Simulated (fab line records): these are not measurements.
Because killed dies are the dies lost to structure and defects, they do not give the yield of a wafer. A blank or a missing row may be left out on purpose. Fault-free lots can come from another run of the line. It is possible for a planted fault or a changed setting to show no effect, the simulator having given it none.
Which of the tools did it? | flow gf180mcu | 13 lots, 39 wafers sampled, at 2 steps of a route of 602

WHAT THE GAUGES SHOWED, per wafer
GF_V4_THK_MEAS_25: measures by xrf. Usual: V4_W_THK gives 352 nm (standard deviation 4.7).
lot  | measured     | on            | V4_W_THK (nm) | flag
L319 | day 24 12:33 | film_metro-04 | 352 356 348   |
L320 | day 25 13:11 | film_metro-04 | 346 348 344   |
L321 | day 25 13:33 | film_metro-01 | 359 356 353   |
L322 | day 25 17:49 | film_metro-02 | 345 355 354   |
L324 | day 26 09:22 | film_metro-04 | 348 349 352   |
L328 | day 27 20:07 | film_metro-04 | 346 351 342   |
L329 | day 28 05:45 | film_metro-04 | 351 356 354   |
L334 | day 29 19:52 | film_metro-04 | 347 347 346   |
L336 | day 30 05:35 | film_metro-04 | 351 354 351   |
L337 | day 30 08:59 | film_metro-04 | 356 355 358   |
L338 | day 30 17:36 | film_metro-04 | 345 351 342   |
L340 | day 31 03:17 | film_metro-01 | 354 350 356   |
L341 | day 31 10:40 | film_metro-04 | 346 350 347   |

WHAT TOOL EACH LOT RAN ON (gives the tool, then ch and the chambers of the sampled wafers, and finally the start)
lot  | GF_M1_SPUTTER_02
L319 | pvd_sputter-02, day 16 07:19
L320 | pvd_sputter-04, day 17 01:28
L321 | pvd_sputter-04, day 17 08:35
L322 | pvd_sputter-04, day 17 13:20
L324 | pvd_sputter-02, day 18 04:55
L328 | pvd_sputter-02, day 20 00:17
L329 | pvd_sputter-04, day 20 10:22
L334 | pvd_sputter-02, day 22 07:28
L336 | pvd_sputter-03, day 22 20:56
L337 | pvd_sputter-03, day 23 00:51
L338 | pvd_sputter-04, day 23 10:39
L340 | pvd_sputter-04, day 23 21:38
L341 | pvd_sputter-04, day 24 09:05
- GF_M1_SPUTTER_02: material AlCu, target thk 450 nm, time 23.9 s.

AS READ BY THE TOOLS THEMSELVES (means over the sampled wafers that have a number; for cases with no such wafer, the mark the record gives instead)
GF_M1_SPUTTER_02. Usual: cathode_dc_power_W 10600 W, standard deviation 1.8; throttle_valve_pct 30.4 %, standard deviation 1.
lot  | tool           | cathode_dc_power_W (W) | throttle_valve_pct (%) | flag
L319 | pvd_sputter-02 | 10601                  | 30.0                   |
L320 | pvd_sputter-04 | 10600                  | 29.9                   |
L321 | pvd_sputter-04 | 10600                  | 29.7                   |
L322 | pvd_sputter-04 | 10598                  | 29.8                   |
L324 | pvd_sputter-02 | 10600                  | 31.1                   |
L328 | pvd_sputter-02 | 10602                  | 30.5                   |
L329 | pvd_sputter-04 | 10599                  | 30.1                   |
L334 | pvd_sputter-02 | 10599                  | 31.0                   |
L336 | pvd_sputter-03 | 10600                  | 30.5                   |
L337 | pvd_sputter-03 | 10600                  | 30.8                   |
L338 | pvd_sputter-04 | 10600                  | 29.8                   |
L340 | pvd_sputter-04 | 10603                  | 29.7                   |
L341 | pvd_sputter-04 | 10602                  | 29.3                   |

THE ANSWER, worked out from the rows above alone
Rule: take the mean of a lot's wafers that have a number; if it is more than 3 standard deviations from the usual mean, the lot is off. Also off: a lot with no number at a reading for which 4 or more lots have one. The other lots that the step has rows for count as sound. Order of review: gauges by route order, followed by the tools' own readings, for which a lot's mean as printed above is used. At the first step where some lot is off, the reading lying furthest off is the one used; lots without a number count as furthest.
No lot is off on any of the readings shown, so nothing can be concluded from this.

WHAT WAS PUT IN BY THE SIMULATOR
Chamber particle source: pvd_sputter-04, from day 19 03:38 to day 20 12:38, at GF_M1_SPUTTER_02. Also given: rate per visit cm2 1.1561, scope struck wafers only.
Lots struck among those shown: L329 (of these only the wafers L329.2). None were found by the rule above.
